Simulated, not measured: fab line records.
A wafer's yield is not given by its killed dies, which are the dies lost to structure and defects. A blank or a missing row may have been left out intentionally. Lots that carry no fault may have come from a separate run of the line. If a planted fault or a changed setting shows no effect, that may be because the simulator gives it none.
Which tool did it?    flow sky130    11 lots, 33 wafers sampled, at 3 steps of a route of 708

## WHAT EACH GAUGE READ, for each wafer
SKY_CAPM_RS_MEAS_03: measurement is done with a four-point probe. Usual: CAPM_TIN_RS 6.93 ohm/sq, standard deviation 0.088.
lot   measured      on             CAPM_TIN_RS (ohm/sq)           flag
L186  day 36 16:30  film metro-04  6.84 6.76 6.84                 
L187  day 37 05:10  film metro-03  7.02 6.93 7.00                 
L189  day 37 08:41  film metro-03  7.03 6.87 6.89                 
L191  day 37 23:11  film metro-01  6.92 6.78 6.85                 
L194  day 38 22:15  film metro-03  6.98 6.91 6.96                 
L197  day 40 02:27  film metro-03  9.62 9.71 9.47 9.61 9.72 9.49  OFF
L198  day 40 07:13  film metro-03  9.49 9.76 9.53 9.52 9.75 9.53  OFF
L199  day 40 11:59  film metro-03  6.78 6.89 6.80                 
L200  day 40 15:00  film metro-03  9.68 9.78 9.50 9.66 9.75 9.48  OFF
L208  day 43 01:30  film metro-01  6.89 6.91 7.05                 
L209  day 43 02:47  film metro-03  7.06 6.90 6.83                 

SKY_CAPM_THK_MEAS_04: measures by xrf. Usual: CAPM_TIN_THK 200.0 nm, standard deviation 2.9.
lot   measured      on             CAPM_TIN_THK (nm)                    flag
L186  day 36 16:37  film metro-04  204.0 206.4 204.4                    
L187  day 37 05:16  film metro-03  197.0 199.1 197.3                    
L189  day 37 08:48  film metro-03  196.4 200.4 201.2                    
L191  day 37 23:17  film metro-01  201.7 205.9 204.5                    
L194  day 38 22:22  film metro-03  197.2 198.3 198.0                    
L197  day 40 04:44  film metro-03  144.2 142.2 145.3 143.7 143.1 145.8  OFF
L198  day 40 09:16  film metro-03  145.7 142.3 145.7 145.0 142.0 145.1  OFF
L199  day 40 12:05  film metro-03  202.8 200.0 202.7                    
L200  day 40 20:06  film metro-03  142.7 142.4 146.0 143.4 142.5 146.7  OFF
L208  day 43 01:35  film metro-01  203.2 202.4 198.8                    
L209  day 43 02:55  film metro-03  197.4 200.5 203.0                    

## WHICH TOOL RAN EACH LOT (tool, then ch and the chambers of the sampled wafers, then the start)
lot   SKY_CAPM_SPUTTER_02
L186  pvd sputter-01, day 36 16:23
L187  pvd sputter-04, day 37 05:01
L189  pvd sputter-04, day 37 08:34
L191  pvd sputter-02, day 37 23:02
L194  pvd sputter-02, day 38 22:08
L197  pvd sputter-02, day 40 02:18
L198  pvd sputter-02, day 40 07:07
L199  pvd sputter-01, day 40 11:51
L200  pvd sputter-02, day 40 14:53
L208  pvd sputter-04, day 43 01:20
L209  pvd sputter-01, day 43 02:41
- SKY_CAPM_SPUTTER_02: material TiN, target thk 200 nm, time 166.7 s.

## AS READ BY THE TOOLS THEMSELVES (means over the sampled wafers that have a number; for cases with no such wafer, the mark the record gives instead)
SKY_CAPM_SPUTTER_02. Usual: substrate temp c 299.98 C, standard deviation 0.2; throttle valve pct 30.1 %, standard deviation 1.2.
lot   tool            substrate temp c (C)  throttle valve pct (%)  flag
L186  pvd sputter-01  299.63                29.8                    
L187  pvd sputter-04  300.20                30.5                    
L189  pvd sputter-04  300.09                31.3                    
L191  pvd sputter-02  299.92                30.4                    
L194  pvd sputter-02  300.09                29.8                    
L197  pvd sputter-02  300.18                29.8                    
L198  pvd sputter-02  299.89                29.3                    
L199  pvd sputter-01  299.91                28.8                    
L200  pvd sputter-02  300.00                29.8                    
L208  pvd sputter-04  300.12                30.4                    
L209  pvd sputter-01  299.86                30.1                    

## THE ANSWER, worked out from the rows above alone
Rule: lot off if the mean of its wafers having a number is beyond 3 standard deviations from the usual mean. Also off: a lot with no number at a reading for which 4 or more lots have one. The other lots that the step has rows for count as sound. After the gauges, taken in route order, come the tools' own readings; for these a lot's mean is taken, as printed above. At the first step where some lot is off, the reading lying furthest off is the one used; lots without a number count as furthest.
Off: at SKY_CAPM_RS_MEAS_03 (CAPM_TIN_RS), L197, L198, L200.
A tool fits if, at a process step before that reading, it ran every lot that is off, and no sound lot after the first of them. Those tools and the gauges at SKY_CAPM_RS_MEAS_03 are tried in the same way. One fits: SKY_CAPM_SPUTTER_02 on pvd sputter-02. A fault onset in the window from L194 (day 38 22:08, its last sound lot) to L197 (day 40 02:18, its first lot off) fits.

## WHAT THE SIMULATOR PUT IN
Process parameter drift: pvd sputter-02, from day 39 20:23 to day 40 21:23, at SKY_CAPM_SPUTTER_02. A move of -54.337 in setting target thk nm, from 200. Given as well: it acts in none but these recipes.
Struck lots among those shown: L197, L198, L200. The rule above reached the same finding.
